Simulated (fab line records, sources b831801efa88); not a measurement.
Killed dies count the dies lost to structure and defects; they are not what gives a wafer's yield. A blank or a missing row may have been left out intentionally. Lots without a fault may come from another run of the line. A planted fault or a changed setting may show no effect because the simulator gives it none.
fab line records -- flow sky130
[record] lots = 4, wafers = 12, last-day = 50
route steps=708 shown LDD_HVP@286 LDD_LDN@289 SPACER@304 POLY_CUT@307 SD_P@320 METAL4@631 PAD_OPEN@708
lots untouched by any fault: they come from a run of this same line in which no faults occurred
start-h: the number of hours between the record's first day and the start of the first shown wafer of the lot -- wait-h: hours elapsed since this lot's preceding step -- " the same as in the row above -- L1.1+2: a single row standing in for several wafers -- - value missing, or start not given -- * or withheld: withheld -- < > ~ a bound
route shown NAME@n: NAME is a module with steps in the file, n the number in the route of the first one -- usual: mean/standard deviation of fault-free wafers -- same: alike in all rows -- chamber/n: place in a boat -- sites: each site's reading -- _std_site: how widely they spread, as a standard deviation -- _edge_site: outer sites' mean less inner sites' -- radius-mm: how far each site lies from the wafer's centre -- mask NAME#n: copy n -- behind: the most recent tool/chamber to have shaped the wafer -- hold: cause of the lot's hold/its duration in hours/its outcome -- device: the n, p or np transistor that did not switch -- end of line: tests of these same wafers at the route's end -- a step without rows: its recipe alone -- killed: not the wafer's yield, but the dies lost to structure and defects at the first sort -- map: shows each die of a wafer: x if killed, . if not, _ if none is there
set.NAME: the setting as run; set.NAME@STEP: as run at that earlier step -- model.NAME: the simulator's own value behind a step, which no gauge read
a table for each step, a row for each wafer; lots at some steps of the route
services: from which hour (start-h, from the record's first day; less than 0 if before it) a tool's chamber was out of use, for how many hours, and why
[[steps]]
[step SKY_LDD_HVP_IMPLANT_08]
[recipe] species = B, energy-kev = 20, dose-cm2 = 1.7e+13, tilt-deg = 17.9
[step SKY_LDD_HVP_STRIP_09]
[recipe] chemistry = O2/N2, power-w = 1400, pressure-mtorr = 1500, platen-temp-c = withheld, o2-flow-sccm = 3000, n2-flow-sccm = 300, overash-fraction = 0.5
[step SKY_LDD_LDN_DEHYDRATE_00]
[recipe] temp-c = 200, time-s = 60
[step SKY_LDD_LDN_HMDS_01]
[recipe] prime-time-s = 60, prime-temp-c = 120
[step SKY_LDD_LDN_COAT_02]
[recipe] resist = NOVOLAK, spin-rpm = 3000, resist-thk-nm = 1140
[step SKY_LDD_LDN_SOFTBAKE_03]
[recipe] temp-c = 90, time-s = 60, resist = NOVOLAK
[step SKY_LDD_LDN_EXPOSE_04]
[recipe] mask-id = LDNTM, na = 0.6, source-shape = conventional, sigma-outer = 0.6, polarization = unpolarized, target-cd-nm = 700, dose-mj = 140
[step SKY_LDD_LDN_PEB_05]
[recipe] temp-c = withheld, time-s = *, resist = NOVOLAK
[step SKY_LDD_LDN_DEVELOP_06]
[recipe] resist = NOVOLAK, developer = TMAH, develop-time-s = 60, dev-temp-c = 23
[step SKY_LDD_LDN_IMPLANT_08]
[recipe] species = As, energy-kev = 15, dose-cm2 = 1.25e+13, tilt-deg = withheld, rotation-deg = 23
[usual] dose-ions-cm2 = 1.2499e+13/1.3e+10, faraday-current-uA = 70.4/1.4
lot.wafer,tool,chamber,start-h,wait-h,dose-ions-cm2,faraday-current-uA
L988.2,implanter-04,0,635.32,0.0,1.941e+12,11.0
L988.3,implanter-04,0,635.32,0.0,1.942e+12,10.7
L988.4,implanter-04,0,635.32,0.0,1.939e+12,10.8
L991.1,implanter-04,0,663.87,0.1,1.914e+12,10.9
L991.2,implanter-04,0,663.87,0.1,1.915e+12,10.6
L991.4,implanter-04,0,663.87,0.1,1.949e+12,10.8
L998.2,implanter-03,0,719.74,0.0,1.2515e+13,70.7
L998.3,implanter-03,0,719.74,0.0,1.2514e+13,70.6
L998.5,implanter-03,0,719.74,0.0,1.2515e+13,71.1
L999.2,implanter-04,0,730.51,0.0,1.2517e+13,72.4
L999.3,implanter-04,0,730.51,0.0,1.2508e+13,69.3
L999.5,implanter-04,0,730.51,0.0,1.2496e+13,71.3
[step SKY_LDD_LDN_IMPLANT_09]
[recipe] species = As, energy-kev = 15, dose-cm2 = 1.25e+13, tilt-deg = withheld, rotation-deg = 113
[step SKY_LDD_LDN_IMPLANT_10]
[recipe] species = As, energy-kev = 15, dose-cm2 = 1.25e+13, tilt-deg = withheld, rotation-deg = 203
[step SKY_LDD_LDN_IMPLANT_11]
[recipe] species = As, energy-kev = 15, dose-cm2 = 1.25e+13, tilt-deg = withheld, rotation-deg = 293
[step SKY_LDD_LDN_STRIP_12]
[recipe] chemistry = O2/N2, power-w = 1400, pressure-mtorr = 1500, platen-temp-c = withheld, o2-flow-sccm = 3000, n2-flow-sccm = 300, overash-fraction = 0.5
[step SKY_LDD_LDN_TW_MEAS_13]
[usual] LDD_LDN_TW = 1475/14
lot.wafer,tool,chamber,start-h,wait-h,LDD_LDN_TW
L988.2,film-metro-02,-,636.01,0.1,1388
L988.3,film-metro-02,-,636.01,0.1,1391
L988.4,film-metro-02,-,636.01,0.1,1395
L991.1,film-metro-04,-,664.57,0.1,1371
L991.2,film-metro-04,-,664.57,0.1,1379
L991.4,film-metro-04,-,664.57,0.1,1373
L998.2,film-metro-03,-,720.43,0.1,1454
L998.3,film-metro-03,-,720.43,0.1,1461
L998.5,film-metro-03,-,720.43,0.1,1453
L999.2,film-metro-02,-,731.20,0.1,1481
L999.3,film-metro-02,-,731.20,0.1,1483
L999.5,film-metro-02,-,731.20,0.1,1483
[step SKY_LDD_LDN_CLEAN_14]
[recipe] chemistry = SC1/SC2, mix = 1:4:20, temp-c = 70, time-s = 150, dry = n2-spin
[step SKY_SPACER_CVD_00]
[recipe] material = Si3N4, precursor = DCS/NH3, target-thk-nm = 43.1, temp-c = 770, time-s = 740, pressure-mtorr = 250
[step SKY_SPACER_ETCHBACK_02]
[recipe] chemistry = CH3F/O2, target = Si3N4, stop-on = SiO2, source-w = 400, bias-w = 80, pressure-mtorr = 25, ch3f-flow-sccm = 40, O2_flow_sccm = 30, time-s = 46.7, target-depth-a = 450
[step SKY_POLY_CUT_DEHYDRATE_00]
[recipe] temp-c = 200, time-s = 60
[step SKY_POLY_CUT_HMDS_01]
[recipe] prime-time-s = 60, prime-temp-c = 120
[step SKY_POLY_CUT_COAT_02]
[recipe] resist = BARC, temp-c = withheld, time-s = withheld, spin-rpm = 3000, resist-thk-nm = 60
[step SKY_POLY_CUT_COAT_03]
[recipe] resist = KrF-thick, spin-rpm = 3000, resist-thk-nm = 450
[step SKY_POLY_CUT_SOFTBAKE_04]
[recipe] temp-c = 100, time-s = 90, resist = KrF-thick
[step SKY_POLY_CUT_EXPOSE_05]
[recipe] mask-id = NPCM, na = 0.8, source-shape = annular, sigma-inner = 0.55, sigma-outer = 0.85, target-cd-nm = 270, dose-mj = 32
[step SKY_POLY_CUT_PEB_06]
[recipe] peb-temp-c = withheld, peb-time-s = withheld, resist = KrF-thick
[step SKY_POLY_CUT_DEVELOP_07]
[recipe] develop-time-s = 60, resist = KrF-thick, dev-temp-c = 21
[step SKY_POLY_CUT_ETCH_10]
[recipe] chemistry = N2/H2, target = BARC, ion-energy-ev = 200, source-w = 500, bias-w = 100, pressure-mtorr = 30, n2-flow-sccm = 100, h2-flow-sccm = 200, stop-on = SiO2, time-s = 45.9, target-depth-a = 600
[step SKY_POLY_CUT_ETCH_11]
[recipe] target = Si3N4, chemistry = CF4/CH2F2/Ar, stop-on = poly-Si, source-w = 600, bias-w = 150, pressure-mtorr = 40, cf4-flow-sccm = 40, ch2f2-flow-sccm = 20, Ar_flow_sccm = 150, time-s = 42.5, target-depth-a = 600
[step SKY_POLY_CUT_STRIP_12]
[recipe] chemistry = O2/N2, power-w = 1400, pressure-mtorr = 1500, platen-temp-c = withheld, o2-flow-sccm = 3000, n2-flow-sccm = 300, overash-fraction = 0.5
[step SKY_SD_P_DEHYDRATE_00]
[recipe] temp-c = 200, time-s = 60
[step SKY_SD_P_HMDS_01]
[recipe] prime-time-s = 60, prime-temp-c = 120
[step SKY_SD_P_COAT_02]
[recipe] resist = NOVOLAK, spin-rpm = 3000, resist-thk-nm = 1140
[step SKY_SD_P_SOFTBAKE_03]
[recipe] temp-c = 90, time-s = 60, resist = NOVOLAK
[step SKY_SD_P_EXPOSE_04]
[recipe] mask-id = PSDM, na = 0.6, source-shape = conventional, sigma-outer = 0.6, polarization = unpolarized, target-cd-nm = 380, dose-mj = 138
[step SKY_SD_P_PEB_05]
[recipe] temp-c = withheld, time-s = *, resist = NOVOLAK
[step SKY_SD_P_DEVELOP_06]
[recipe] resist = NOVOLAK, developer = TMAH, develop-time-s = 60, dev-temp-c = 23
[step SKY_METAL4_DESCUM_15]
[recipe] chemistry = O2, source-power-w = 150, bias-power-w = 0, pressure-mtorr = 10, temp-c = 40, time-s = 8
[usual] drypump-motor-current-A = 5.65/0.22, oes-product-au = 1.003/0.007
lot.wafer,tool,chamber,start-h,wait-h,drypump-motor-current-A,oes-product-au,rf-hours-counter-h,model.METAL4.cd-nm
L988.2,rie-metal-02,0,1067.14,0.0,5.46,1.000,12,300.1
L988.3,rie-metal-02,1,1067.14,0.0,5.46,1.001,-,300.7
L988.4,rie-metal-02,0,1067.14,0.0,5.44,1.005,-,300.4
L991.1,rie-metal-03,1,1087.79,0.0,5.66,0.996,20,307.3
L991.2,rie-metal-03,0,1087.79,0.0,5.93,0.992,24,308.8
L991.4,rie-metal-03,1,1087.79,0.0,5.70,1.004,-,304.8
L998.2,rie-metal-02,0,1127.96,0.0,5.46,1.006,16,299
L998.3,rie-metal-02,1,1127.96,0.0,5.44,1.001,-,298.4
L998.5,rie-metal-02,1,1127.96,0.0,5.44,1.004,-,299.4
L999.2,rie-metal-03,0,1137.64,0.0,5.92,0.996,29,299.3
L999.3,rie-metal-03,0,1137.64,0.0,5.93,1.001,-,300.3
L999.5,rie-metal-03,0,1137.64,0.0,5.91,1.014,-,299.6
[step SKY_METAL4_ETCH_17]
[recipe] target = SiO2, stop-on = TiN, chemistry = C4F8/O2/Ar, source-w = 1500, bias-w = 1200, pressure-mtorr = 40, c4f8-flow-sccm = withheld, O2_flow_sccm = 6, Ar_flow_sccm = 300, time-s = 3.9, target-depth-a = 150
[usual] oes-product-au = 0.756/0.0064
lot.wafer,tool,chamber,start-h,wait-h,oes-product-au,rf-hours-counter-h,model.METAL4.cd-nm
L988.2,rie-diel-01,2,1067.27,0.1,0.752,21,298.9
L988.3,rie-diel-01,1,1067.27,0.1,0.758,6,301.2
L988.4,rie-diel-01,3,1067.27,0.1,0.768,12,299
L991.1,rie-diel-01,1,1087.92,0.1,0.749,7,306.6
L991.2,rie-diel-01,2,1087.92,0.1,0.749,22,308.9
L991.4,rie-diel-01,3,1087.92,0.1,0.744,13,304.5
L998.2,rie-diel-01,3,1128.09,0.1,0.755,14,298.3
L998.3,rie-diel-01,0,1128.09,0.1,0.756,18,298.6
L998.5,rie-diel-01,2,1128.09,0.1,0.753,-,299.9
L999.2,rie-diel-04,3,1137.77,0.1,0.743,16,300.1
L999.3,rie-diel-04,1,1137.77,0.1,0.743,14,300.9
L999.5,rie-diel-04,3,1137.77,0.1,0.755,-,300.6
[step SKY_PAD_OPEN_PROBE_99]
[usual] killed_at_M0_to_M3 = 43/7.2, killed_at_M4_up = 3.0/2, killed-at-contacts = 24/5.5, killed-at-front-end = 15/4.2, killed-at-other = 0.3/0.51, killed-dies = 85/10, killed-open = 46/7.3, killed-short = 38/6.4
[same] gross-dies = 492, killed-at-back-side = 0
lot.wafer,tool,chamber,start-h,wait-h,killed_at_M0_to_M3,killed_at_M4_up,killed-at-contacts,killed-at-front-end,killed-at-other,killed-dies,killed-open,killed-short,model.etest.tip-sonos.rs-ohm-sq
L988.2,prober-01,-,1152.69,0.1,37,5,19,15,0,76,31,45,2832
L988.3,prober-01,-,1152.74,0.2,38,4,23,10,0,75,42,33,2858
L988.4,prober-01,-,1152.79,0.2,45,7,19,12,0,83,51,32,2881
L991.1,prober-02,-,1171.83,0.1,27,4,29,13,1,74,36,38,2909
L991.2,prober-02,-,1171.88,0.1,40,2,28,20,0,90,48,42,2923
L991.4,prober-02,-,1171.98,0.2,39,2,21,23,1,86,53,33,2973
L998.2,prober-01,-,1203.53,0.1,48,2,35,14,1,100,56,44,2647
L998.3,prober-01,-,1203.58,0.2,49,3,32,10,0,94,61,33,2722
L998.5,prober-01,-,1203.68,0.2,29,1,21,18,0,69,39,30,2717
L999.2,prober-01,-,1211.03,0.1,42,3,25,14,1,85,46,39,2620
L999.3,prober-01,-,1211.08,0.2,51,14,14,14,0,93,47,46,2583
L999.5,prober-01,-,1211.18,0.2,54,3,16,21,0,94,48,46,2624
// killed by level:class
L988.2 VIA1:geometric-particle:open=7 METAL2:geometric-particle:short=6 CONTACT:geometric-particle:short=6 LI_CONTACT:geometric-particle:open=5 POLY_GATE:geometric-particle:short=5 LOCAL_INTERCONNECT:geometric-particle:short=5 METAL3:geometric-particle:short=5 VIA2:geometric-particle:open=5
L988.3 CONTACT:geometric-particle:open=9 LI_CONTACT:geometric-particle:open=7 VIA1:geometric-particle:open=7 VIA1:geometric-particle:short=6 VIA2:geometric-particle:open=6 LOCAL_INTERCONNECT:geometric-particle:short=5 METAL2:geometric-particle:short=4 VIA3:geometric-particle:open=4
L988.4 VIA1:geometric-particle:open=13 CONTACT:geometric-particle:open=11 METAL2:geometric-particle:short=6 VIA1:geometric-particle:short=5 VIA2:geometric-particle:open=5 METAL1:geometric-particle:short=4 POLY_GATE:geometric-particle:open=4 LI_CONTACT:geometric-particle:open=4
L991.1 CONTACT:geometric-particle:open=11 METAL1:geometric-particle:short=7 FIELD_ISO:geometric-particle:short=6 VIA1:geometric-particle:open=6 LI_CONTACT:geometric-particle:open=6 LOCAL_INTERCONNECT:geometric-particle:short=6 CONTACT:geometric-particle:short=5 POLY_GATE:geometric-particle:open=3
L991.2 VIA1:geometric-particle:open=10 VIA2:geometric-particle:open=9 CONTACT:geometric-particle:open=9 FIELD_ISO:geometric-particle:open=7 FIELD_ISO:geometric-particle:short=7 LI_CONTACT:geometric-particle:open=7 CONTACT:geometric-particle:short=6 VIA1:geometric-particle:short=6
L991.4 VIA1:geometric-particle:open=12 FIELD_ISO:geometric-particle:open=9 FIELD_ISO:geometric-particle:short=7 LI_CONTACT:geometric-particle:open=7 METAL2:geometric-particle:short=7 CONTACT:geometric-particle:open=6 VIA2:geometric-particle:open=6 VIA1:geometric-particle:short=4
L998.2 LI_CONTACT:geometric-particle:open=13 CONTACT:geometric-particle:open=12 VIA3:geometric-particle:open=9 VIA2:geometric-particle:open=8 METAL2:geometric-particle:short=7 METAL1:geometric-particle:short=6 CONTACT:geometric-particle:short=5 POLY_GATE:geometric-particle:short=5
L998.3 VIA1:geometric-particle:open=17 LI_CONTACT:geometric-particle:open=11 CONTACT:geometric-particle:open=10 CONTACT:geometric-particle:short=9 METAL2:geometric-particle:short=6 VIA2:geometric-particle:open=6 VIA3:geometric-particle:open=5 FIELD_ISO:geometric-particle:short=4
L998.5 CONTACT:geometric-particle:open=9 FIELD_ISO:geometric-particle:open=7 VIA1:geometric-particle:open=6 METAL2:geometric-particle:short=6 VIA3:geometric-particle:open=5 LI_CONTACT:geometric-particle:open=4 FIELD_ISO:geometric-particle:short=3 POLY_GATE:geometric-particle:short=3
L999.2 CONTACT:geometric-particle:open=14 VIA1:geometric-particle:open=12 POLY_GATE:geometric-particle:short=8 VIA2:geometric-particle:open=5 VIA1:geometric-particle:short=5 VIA3:geometric-particle:open=5 METAL2:geometric-particle:short=4 LOCAL_INTERCONNECT:geometric-particle:short=4
L999.3 VIA1:geometric-particle:open=12 METAL4:geometric-particle:short=10 VIA3:geometric-particle:open=7 CONTACT:geometric-particle:open=7 VIA2:geometric-particle:open=6 VIA1:geometric-particle:short=5 POLY_GATE:geometric-particle:short=5 VIA2:geometric-particle:short=5
L999.5 VIA1:geometric-particle:open=12 METAL1:geometric-particle:short=9 CONTACT:geometric-particle:open=8 VIA2:geometric-particle:open=8 FIELD_ISO:geometric-particle:open=6 POLY_GATE:geometric-particle:short=5 VIA1:geometric-particle:short=5 FIELD_ISO:geometric-particle:short=4
[[services]]
tool,chamber,start-h,hours,kind
rie-diel-01,3,627.13,8.0,repair
rie-diel-01,1,630.29,1.9,repair
rie-diel-01,-,649.59,0.8,repair
rie-metal-02,0,650.97,2.6,repair
rie-diel-01,-,653.78,15.6,pm
implanter-04,-,673.35,4.7,pm
rie-metal-03,1,686.55,1.2,repair
rie-metal-03,1,719.08,15.8,repair
rie-diel-01,3,720.96,4.1,repair
rie-metal-02,-,750.99,0.8,repair
rie-metal-03,0,784.67,26.2,repair
rie-diel-01,3,800.76,3.4,repair
rie-diel-01,-,810.63,2.8,pm
rie-diel-01,1,814.47,7.6,repair
rie-metal-02,0,817.49,16.7,repair
rie-diel-01,-,817.64,4.3,pm
rie-metal-02,1,820.36,7.9,repair
implanter-04,-,872.35,33.0,repair
implanter-04,-,878.57,4.1,repair
rie-diel-01,2,894.71,8.3,repair
rie-metal-02,-,993.73,14.6,pm
implanter-04,-,1018.86,15.5,repair
rie-diel-01,1,1048.36,14.6,repair
rie-metal-03,1,1075.80,3.2,repair
[[key]]
[first-sign] step = SKY_LDD_LDN_IMPLANT_08, reading = dose-ions-cm2, direction = down, sigmas = 99+, usual = *, struck = *
[effect] step = SKY_LDD_LDN_IMPLANT_08, reading = faraday-current-uA, direction = down, sigmas = 44, usual = 70.4, struck = 10.8
[effect] step = SKY_LDD_LDN_TW_MEAS_13, reading = LDD_LDN_TW, direction = down, sigmas = 6.7, usual = 1475, struck = 1383
[model-effect] step = SKY_METAL4_DESCUM_15, value = METAL4.cd-nm, without = 301.1, struck = 303.7
[model-effect] step = SKY_METAL4_ETCH_17, value = METAL4.cd-nm, without = 300.6, struck = 303.2
[model-effect] step = SKY_PAD_OPEN_PROBE_99, value = etest.tip-sonos.rs-ohm-sq, without = 2568, struck = 2896
met-at SKY_LDD_LDN_IMPLANT_08
struck-wafers L988.2,L988.3,L988.4,L991.1,L991.2,L991.4
tester-left-out L988,L991
[loop-trim] step = SKY_METAL4_EXPOSE_10, setting = dose, lots = L991
[fault] kind = process-parameter-drift, tool = implanter-04, chamber = -, onset-h = 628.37, steps = SKY_LDD_LDN_IMPLANT_08, channel = dose-cm2, offset = *, shape = step, end-h = 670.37, acts-in = *, stated = *
// tester-left-out: of these lots the tester's yield and bins aren't shown, on N5 and GAA mostly nor the transistor test; their killed dies are dies lost to structure and defects alone, not to doping, threshold or leakage, so they don't give the yield
// loop-trim: a control loop set the setting to another value than it would have without faults
